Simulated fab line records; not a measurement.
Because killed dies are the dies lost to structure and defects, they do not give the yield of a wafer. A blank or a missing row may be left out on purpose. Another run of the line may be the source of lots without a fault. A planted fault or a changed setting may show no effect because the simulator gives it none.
Which tool is to blame? + flow sky130 + 39 wafers from 13 lots sampled at 4 of the route's 708 steps

## WHAT THE GAUGES SHOWED, per wafer
SKY_FIELD_ISO_THK_MEAS_25.
| lot  | measured    | on            | FIELD_ISO_CVD_24_THK (nm) |
|------|-------------|---------------|---------------------------|
| L167 | day 2 07:50 | film metro-03 | 595 596 580               |
| L168 | day 2 14:47 | film metro-03 | 599 594 604               |
| L169 | day 2 17:55 | film metro-01 | 591 588 580               |
| L170 | day 2 21:46 | film metro-01 | 588 590 596               |
| L174 | day 4 01:38 | film metro-03 | 592 596 589               |
| L179 | day 4 23:45 | film metro-03 | 599 595 599               |
| L181 | day 5 08:24 | film metro-03 | 587 589 590               |
| L182 | day 5 13:04 | film metro-01 | 580 575 586               |
| L184 | day 6 00:11 | film metro-03 | 593 598 599               |
| L185 | day 6 06:22 | film metro-03 | 597 594 596               |
| L187 | day 6 14:56 | film metro-01 | 601 606 601               |
| L188 | day 6 21:43 | film metro-02 | 585 590 583               |
| L189 | day 7 02:36 | film metro-02 | 592 606 599               |

SKY_CONTACT_CD_MEAS_14: the cd target is 170 nm.
| lot  | measured     | on        | cd nm (nm)        |
|------|--------------|-----------|-------------------|
| L167 | day 31 13:04 | cd sem-02 | 168.6 168.4 169.5 |
| L168 | day 31 20:28 | cd sem-02 | 169.8 171.6 170.8 |
| L169 | day 31 20:57 | cd sem-02 | 173.1 171.4 173.4 |
| L170 | day 32 11:37 | cd sem-01 | 171.2 172.2 171.4 |
| L174 | day 34 06:56 | cd sem-02 | 171.9 171.7 172.1 |
| L179 | day 35 15:28 | cd sem-01 | 165.3 168.8 168.3 |
| L181 | day 36 02:32 | cd sem-02 | 168.8 170.6 168.4 |
| L182 | day 36 09:47 | cd sem-01 | 169.7 171.7 170.9 |
| L184 | day 37 01:07 | cd sem-01 | 170.1 169.1 169.5 |
| L185 | day 37 10:52 | cd sem-01 | 169.9 169.1 169.5 |
| L187 | day 38 00:20 | cd sem-02 | 170.0 170.1 169.1 |
| L188 | day 38 19:20 | cd sem-01 | 168.6 169.1 170.0 |
| L189 | day 38 20:30 | cd sem-01 | 166.4 169.4 167.2 |

## TOOL THAT RAN EACH LOT (tool first, then ch and the chambers of the sampled wafers, then the start)
| lot  | SKY_POLY_GATE_ETCH_15              | SKY_LI_CONTACT_CVD_21         |
|------|------------------------------------|-------------------------------|
| L167 | rie diel-01 ch 0,1,2, day 16 08:16 | cvd w-02 ch 0,1, day 29 02:37 |
| L168 | rie diel-04 ch 0,1,2, day 16 18:26 | cvd w-01 ch 0,1, day 29 10:31 |
| L169 | rie diel-01 ch 2,3, day 16 19:16   | cvd w-02 ch 1, day 29 10:52   |
| L170 | rie diel-04 ch 0,1,3, day 17 09:12 | cvd w-01 ch 1, day 30 01:43   |
| L174 | rie diel-01 ch 0,3, day 19 10:50   | cvd w-01 ch 0,1, day 31 23:05 |
| L179 | rie diel-01 ch 0,1,2, day 21 00:04 | cvd w-02 ch 0,1, day 33 09:06 |
| L181 | rie diel-03 ch 1,2,3, day 21 10:17 | cvd w-02 ch 0,1, day 33 19:15 |
| L182 | rie diel-03 ch 1,2, day 21 19:48   | cvd w-01 ch 0,1, day 34 02:15 |
| L184 | rie diel-03 ch 0,2, day 22 14:07   | cvd w-01 ch 0,1, day 34 18:09 |
| L185 | rie diel-03 ch 1,2,3, day 23 00:14 | cvd w-01 ch 0,1, day 35 04:29 |
| L187 | rie diel-04 ch 1,2,3, day 23 12:07 | cvd w-02 ch 0,1, day 35 17:05 |
| L188 | rie diel-04 ch 0,1,2, day 24 15:28 | cvd w-01 ch 0, day 36 14:03   |
| L189 | rie diel-01 ch 0,1,2, day 24 16:54 | cvd w-02 ch 0,1, day 36 14:22 |
- SKY_POLY_GATE_ETCH_15: etches BARC in N2/H2, stops on SiO2, time 118.5 s, target depth 110 nm.
- SKY_LI_CONTACT_CVD_21: deposits W, target thk 400 nm, time 120.56 s.

## WHAT THE TOOLS THEMSELVES READ (means of the sampled wafers that have a number; where no wafer has one, the mark that the record gives instead)
SKY_POLY_GATE_ETCH_15.
| lot  | tool        | bias w (W) | drypump motor current A (A) | oes product au (a.u.) | throttle valve pct (%) |
|------|-------------|------------|-----------------------------|-----------------------|------------------------|
| L167 | rie diel-01 | 99.9       | 5.4                         | 0.720                 | 13.213                 |
| L168 | rie diel-04 | 99.8       | 5.6                         | 0.715                 | 13.224                 |
| L169 | rie diel-01 | 99.7       | 5.5                         | 0.719                 | 13.213                 |
| L170 | rie diel-04 | 99.8       | 5.3                         | 0.716                 | 13.207                 |
| L174 | rie diel-01 | 73.8       | 5.6                         | 0.720                 | 13.217                 |
| L179 | rie diel-01 | 74.2       | 5.4                         | 0.715                 | 13.208                 |
| L181 | rie diel-03 | 99.5       | 6.2                         | 0.719                 | 13.210                 |
| L182 | rie diel-03 | 100.2      | 6.4                         | 0.721                 | 13.222                 |
| L184 | rie diel-03 | 99.9       | 6.2                         | 0.722                 | 13.227                 |
| L185 | rie diel-03 | 99.7       | 6.1                         | 0.715                 | 13.220                 |
| L187 | rie diel-04 | 100.1      | 5.5                         | 0.714                 | 13.213                 |
| L188 | rie diel-04 | 100.1      | 5.6                         | 0.715                 | 13.208                 |
| L189 | rie diel-01 | 99.9       | 5.4                         | 0.719                 | 13.203                 |

SKY_LI_CONTACT_CVD_21.
| lot  | tool     | heater power w (W) |
|------|----------|--------------------|
| L167 | cvd w-02 | 976                |
| L168 | cvd w-01 | 846                |
| L169 | cvd w-02 | 867                |
| L170 | cvd w-01 | 868                |
| L174 | cvd w-01 | 824                |
| L179 | cvd w-02 | 924                |
| L181 | cvd w-02 | 971                |
| L182 | cvd w-01 | 844                |
| L184 | cvd w-01 | 836                |
| L185 | cvd w-01 | 842                |
| L187 | cvd w-02 | 991                |
| L188 | cvd w-01 | 803                |
| L189 | cvd w-02 | 980                |

## THE ANSWER, worked out from the rows above alone
Rule: the usual values come from the lots themselves. The widest of any qualifying gaps counts: lots, ordered by their means at a reading, are off when they make up no more than a third of the lots, leave a main group of 4 or more, and stand apart from it by 3 or more times the standard deviation of that group's means. The tables above print the reading to a certain number of digits; a main group whose means all agree to those digits is not used. Also off: a lot with no number at a reading for which 4 or more lots have one. All remaining lots with rows at the step are treated as sound. The gauges are gone through in route order, then the tools' own readings, and for those a lot's mean is taken as printed above. The first step at which some lot is off is used, and at that step the reading that is off furthest; a lot without a number counts as furthest.
Off: L174, L179 (SKY_POLY_GATE_ETCH_15, bias w). Mean 99.9 W and standard deviation 0.2 in the main group.
A tool fits if, at that step or a process step before it, it ran every lot that is off, and no sound lot after the first of them. No candidate that was tried fits.

## WHAT WAS PUT IN BY THE SIMULATOR
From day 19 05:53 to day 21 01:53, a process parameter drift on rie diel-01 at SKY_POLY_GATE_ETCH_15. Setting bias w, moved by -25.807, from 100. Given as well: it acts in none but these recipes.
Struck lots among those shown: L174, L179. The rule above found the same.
